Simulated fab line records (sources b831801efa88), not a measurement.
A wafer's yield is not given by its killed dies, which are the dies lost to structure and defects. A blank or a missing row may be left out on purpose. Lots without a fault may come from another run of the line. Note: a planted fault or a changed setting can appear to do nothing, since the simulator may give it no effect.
Matching of chambers ; flow gf180mcu ; GF_V4_CMP_26 on cmp-02 has 4 sister chambers
The step polishes, stops on SiO2, t overpolish 15 s, target thk 0 nm. 4 wafers are shown with their chamber, then 8 later ones without.

## WAFERS, EACH WITH ITS CHAMBER
wafer;chamber;motor_current_A (A)
L262.1;0;11.5
L271.5;2;12.8
L271.6;1;13.6
L276.2;3;10.8

## WAFERS WITHOUT THEIR CHAMBER
wafer;motor_current_A (A)
L276.4;12.7
L276.6;13.6
L278.4;12.8
L278.5;13.1
L278.6;13.6
L279.3;12.0
L279.4;13.7
L279.6;13.6

## WHICH CHAMBER EACH ONE RAN IN
wafer;from the rows above;in truth
L276.4;2;2
L276.6;1;1
L278.4;2;2
L278.5;can't be placed: 2 or 1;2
L278.6;1;1
L279.3;can't be placed: 0 or 2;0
L279.4;1;1
L279.6;1;1
6 of 8 placed correctly. Not placeable from these rows: 2 (in 2, the candidates include the true chamber). Wrongly placed: 0.
How it was worked out, from the rows above alone: a wafer's distance from a chamber is the root of the sum, over the readings, of the square of ((its reading less the chamber's mean) divided by the reading's scatter). The wafer belongs to the nearest chamber; if the next one is less than 2 further off, it can't be placed. The mean given for a chamber averages the wafers shown for that chamber. The scatter: root of mean squared gap, hidden wafer to nearest shown wafer, with one shown wafer a chamber.
